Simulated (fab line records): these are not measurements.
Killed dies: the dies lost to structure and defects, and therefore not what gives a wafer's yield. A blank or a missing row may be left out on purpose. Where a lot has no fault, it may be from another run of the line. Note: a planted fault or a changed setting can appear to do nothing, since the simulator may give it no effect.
One fault through the eyes of 2 desks + flow gf180mcu + what lay behind the numbers comes last; until then each desk has only its own

THE METROLOGY DESK
Means of the sampled wafers that have a number, per lot and without regard to the tool the lot ran on: this is what the gauges read. Any lot whose mean is over 4 standard deviations away from the usual mean is out of limits and marked OUT; that distance is given in the brackets.
Columns: A = V3_BOW at GF_V3_BOW_MEAS_05, usual 117 um; B = PASSIVATION_BOW at GF_PASSIVATION_BOW_MEAS_14, usual 137 um
| lot  | first seen here | A   | B   |
|------|-----------------|-----|-----|
| L492 | day 22 02:24    | 133 | 158 |
| L494 | day 22 12:50    | 105 | 126 |
| L495 | day 22 21:44    | 102 | 119 |
| L496 | day 23 11:57    | 112 | 131 |
| L498 | day 24 04:11    | 128 | 144 |
| L499 | day 24 11:56    | 125 | 142 |
| L500 | day 24 19:07    | 113 | 129 |
| L501 | day 25 08:50    | 121 | 142 |
| L502 | day 25 10:29    | 123 | 131 |
| L503 | day 25 21:24    | 118 | 144 |
| L504 | day 25 23:42    | 122 | 145 |
| L509 | day 27 16:29    | 119 | 143 |
| L514 | day 28 21:02    | 112 | 136 |
Result from this desk: across the 13 lots, nothing is out of limits.

FOR THE TOOL OWNER'S DESK: rie_diel-03
The tool's own readings at GF_HV_LDD_ETCHBACK_58 (etches Si3N4 in CH3F/O2, stops on SiO2, time 100 s, target depth 90 nm): means of the sampled wafers that have a number, for each lot that ran on this tool. Any lot whose mean is over 4 standard deviations away from the usual mean is out of limits and marked OUT; that distance is given in the brackets.
Columns: A = O2_flow_sccm at GF_HV_LDD_ETCHBACK_58, usual 30.01 sccm; B = drypump_motor_current_A at GF_HV_LDD_ETCHBACK_58, usual 6.0 A; C = oes_product_au at GF_HV_LDD_ETCHBACK_58, usual 0.844 a.u.; D = throttle_valve_pct at GF_HV_LDD_ETCHBACK_58, usual 10.561 %
| lot  | first seen here | A     | B   | C     | D      |
|------|-----------------|-------|-----|-------|--------|
| L501 | day 16 02:04    | 29.99 | 5.9 | 0.851 | 10.563 |
| L504 | day 16 19:53    | 29.93 | 5.6 | 0.841 | 10.562 |
| L509 | day 18 17:10    | 30.06 | 5.9 | 0.844 | 10.559 |
Result from this desk: across the 3 lots, nothing is out of limits.

PUT TOGETHER
Metrology desk: nothing out of limits seen.
Nothing out of limits was seen by the tool owner's desk.

WHAT THE SIMULATOR HAD INSERTED
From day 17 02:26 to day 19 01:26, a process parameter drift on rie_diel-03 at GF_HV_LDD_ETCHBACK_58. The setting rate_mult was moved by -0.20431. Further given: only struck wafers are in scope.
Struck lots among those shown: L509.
